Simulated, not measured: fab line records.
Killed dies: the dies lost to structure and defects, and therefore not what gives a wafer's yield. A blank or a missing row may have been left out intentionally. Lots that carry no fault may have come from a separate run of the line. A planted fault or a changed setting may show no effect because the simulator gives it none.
Struck lot and sound lot, side by side ; flow sky130 ; 16 steps out of a route of 708
Sound: these wafers, L100.3, L100.4, L100.5. Wafers struck: L999.3, L999.5, L999.6. The cause is given at the end.
Per side, at each step with rows, come the tool, then ch with its chambers, and then its first start. Under that, the readings that differ: sound wafers ; struck wafers ; difference of the means ; sigmas: that difference in standard deviations of wafers without a fault.
alike: same words and numbers on both sides, and readings whose means sit less than 2 such deviations apart. not compared: any withheld reading, any reading some wafer has no value for, any bound like >300 that may hide the same value, and any number with overlapping values for which the record gives no deviation.
The two part at a step that has a row with sigmas, a row that says differs or no value, or rows on one side only. Numbers that don't overlap but have no deviation are shown without sigmas and don't part them. A reading missing from all wafers of one side parts the sides only when that side holds two or more wafers.

SKY_METAL5_SPUTTER_03: material Ti, target thk 5 nm, time 3.3 s.
  sound on pvdSputter-04 at day 47 13:03; struck on pvdSputter-01 at day 47 10:44
  alike: throttleValvePct
SKY_METAL5_SPUTTER_04: material TiN, target thk 70 nm, time 58.3 s.
  sound on pvdSputter-04 at day 47 13:04; struck on pvdSputter-01 at day 47 10:45
  alike: throttleValvePct
SKY_METAL5_RS_MEAS_05: measures by four-point-probe.
  sound on filmMetro-02 at day 47 13:10; struck on filmMetro-03 at day 47 10:50
  alike: METAL5_ALCU_RS
SKY_METAL5_THK_MEAS_06: measures by xrf.
  sound on filmMetro-02 at day 47 13:16; struck on filmMetro-03 at day 47 10:56
  alike: METAL5_ALCU_THK
then, 7 steps without rows for these wafers: SKY_METAL5_DEHYDRATE_07 (time 60 s); SKY_METAL5_HMDS_08 (prime time 60 s); SKY_METAL5_COAT_09 (resist thk 1800 nm); SKY_METAL5_SOFTBAKE_10 (time 60 s); SKY_METAL5_EXPOSE_11 (exposes mask MM5, target cd 1600 nm); SKY_METAL5_PEB_12; SKY_METAL5_DEVELOP_13 (develop time 60 s).
SKY_METAL5_DESCUM_14: chemistry O2, time 11 s.
  sound on rieMetal-01 ch 0,1, day 48 07:55; struck on rieMetal-02 ch 0,1, day 48 06:32
  alike: drypumpMotorCurrentA, oesProductAu
  not compared: rfHoursCounterH
SKY_METAL5_METAL_ETCH_15: etches the open film in Cl2/BCl3, stops on SiO2, target depth 1260 nm, time 252 s.
  sound on rieMetal-01 ch 0,1, day 48 08:01; struck on rieMetal-02 ch 0,1, day 48 06:38
  no value came back on the struck wafers for any of 6 readings (bcl3FlowSccm (sccm), biasW (W) and others); on the sound wafers bcl3FlowSccm (sccm) reads 29.91 29.88 29.85
reading;sound;struck;difference;sigmas
model.NOVOLAK_of_METAL5_COAT_09.thkNm (nm);1034 1014 1013;1783 1782 1791;+765;
model.SiO2_of_VIA4_HDPCVD_00.thkNm (nm);552.3 549.1 550.7;573.4 573.2 574.9;+23.1;
  not compared: rfHoursCounterH
SKY_METAL5_STRIP_16: strips in O2/N2.
  sound on plasmaAsher-04 ch 0,1, day 48 08:13; struck on plasmaAsher-02 ch 0,1, day 48 06:49
reading;sound;struck;difference;sigmas
stripTimeToEndpointS (s);13.07 12.83 12.83;21.44 21.43 21.53;+8.56;+57
  alike: drypumpMotorCurrentA, oesProductAu
  not compared: rfHoursCounterH
then, 1 step without rows for these wafers: SKY_METAL5_STRIP_17 (strips in post etch residue remover, time 1200 s).
SKY_PAD_OPEN_PROBE_99:
  sound on prober-02 at day 49 23:22; struck on prober-01 at day 49 22:32
reading;sound;struck;difference;sigmas
defectLimitedYield (%);80.9 84.8 83.1;0 0 0;-83;-44
killed_at_M4_up;3 7 6;401 402 412;+400;+99 or more
killedDies;94 75 83;492 492 492;+408;+44
killedOnRim;18 14 19;96 96 96;+79;+20
sort_bin_5_function (%);11.8 9.8 11.2;92.3 93.9 92.3;+81.9;+58
sortNPass;398 417 409;0 0 0;-408;-44
sortYieldPct (%);80.9 84.8 83.1;0 0 0;-83;-44
  alike: killed_at_M0_to_M3, killedAtContacts, killedAtFrontEnd, killedAtOther, killedOpen, killedShort, sort_bin_3_pad_short, sort_bin_6_memory

## WHERE THEY PART
Earliest at SKY_METAL5_METAL_ETCH_15; latest, in this record, at SKY_PAD_OPEN_PROBE_99.

WHY: what had been put in by the simulator
Beginning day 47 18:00, the whole step at SKY_METAL5_METAL_ETCH_15 was skipped on rieMetal-02. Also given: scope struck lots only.
